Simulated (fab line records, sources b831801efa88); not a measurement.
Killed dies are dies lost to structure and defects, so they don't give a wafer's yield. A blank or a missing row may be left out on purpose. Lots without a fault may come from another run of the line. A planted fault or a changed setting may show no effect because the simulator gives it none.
One fault seen from 2 desks | flow gf180mcu | each desk has only its own numbers; what lay behind them comes last

THE METROLOGY DESK
What the gauges read, lot by lot, whatever tool the lot ran on: means of the sampled wafers that have a number. A lot is out of limits, marked OUT, if its mean lies more than 4 standard deviations from the usual mean; the brackets give that distance.
Columns: A = cd_nm at GF_STI_CD_MEAS_12, usual 219.8 nm
lot  | first seen here | A
L820 | day 2 11:20     | 216.4
L822 | day 2 21:18     | 221.4
L824 | day 3 11:58     | 220.1
L825 | day 3 19:22     | 219.9
L826 | day 3 19:38     | 220.3
L827 | day 4 01:46     | 220.4
L828 | day 4 04:48     | 221.1
L829 | day 4 10:17     | 222.0
L832 | day 5 01:55     | 219.6
L833 | day 5 06:35     | 220.2
L834 | day 5 11:32     | 219.7
L835 | day 5 16:35     | 220.1
L836 | day 5 22:06     | 222.0
L837 | day 6 05:55     | 219.1
This desk's finding: nothing out of limits on any of the 14 lots.

THE TOOL OWNER'S DESK: furnace-01
The tool's own readings at GF_STI_OXIDATION_29 (stabilise 600 s, purge 300 s, target thk 10 nm): means of the sampled wafers that have a number, for each lot that ran on this tool. A lot is out of limits, marked OUT, if its mean lies more than 4 standard deviations from the usual mean; the brackets give that distance.
Columns: A = ox_temp_c at GF_STI_OXIDATION_29, usual 899.9 C; B = ox_temp_c_max at GF_STI_OXIDATION_29, usual 904.8; C = tube_center_temp_C_max at GF_STI_OXIDATION_29, usual 902.4; D = zone_power_centre_pct at GF_STI_OXIDATION_29, usual 19.74 %
lot  | first seen here | A     | B     | C     | D
L825 | day 3 23:19     | 899.8 | 903.6 | 902.6 | 19.97
L826 | day 3 23:19     | 899.7 | 902.7 | 902.5 | 20.01
L829 | day 4 14:31     | 900.3 | 903.4 | 902.6 | 19.98
L832 | day 5 07:18     | 899.7 | 903.7 | 902.4 | 19.91
L836 | day 6 01:31     | 900.0 | 903.4 | 902.3 | 19.98
This desk's finding: nothing out of limits on any of the 5 lots.

PUT TOGETHER
The metrology desk saw nothing out of limits.
The tool owner's desk saw nothing out of limits.

WHAT THE SIMULATOR HAD PUT IN
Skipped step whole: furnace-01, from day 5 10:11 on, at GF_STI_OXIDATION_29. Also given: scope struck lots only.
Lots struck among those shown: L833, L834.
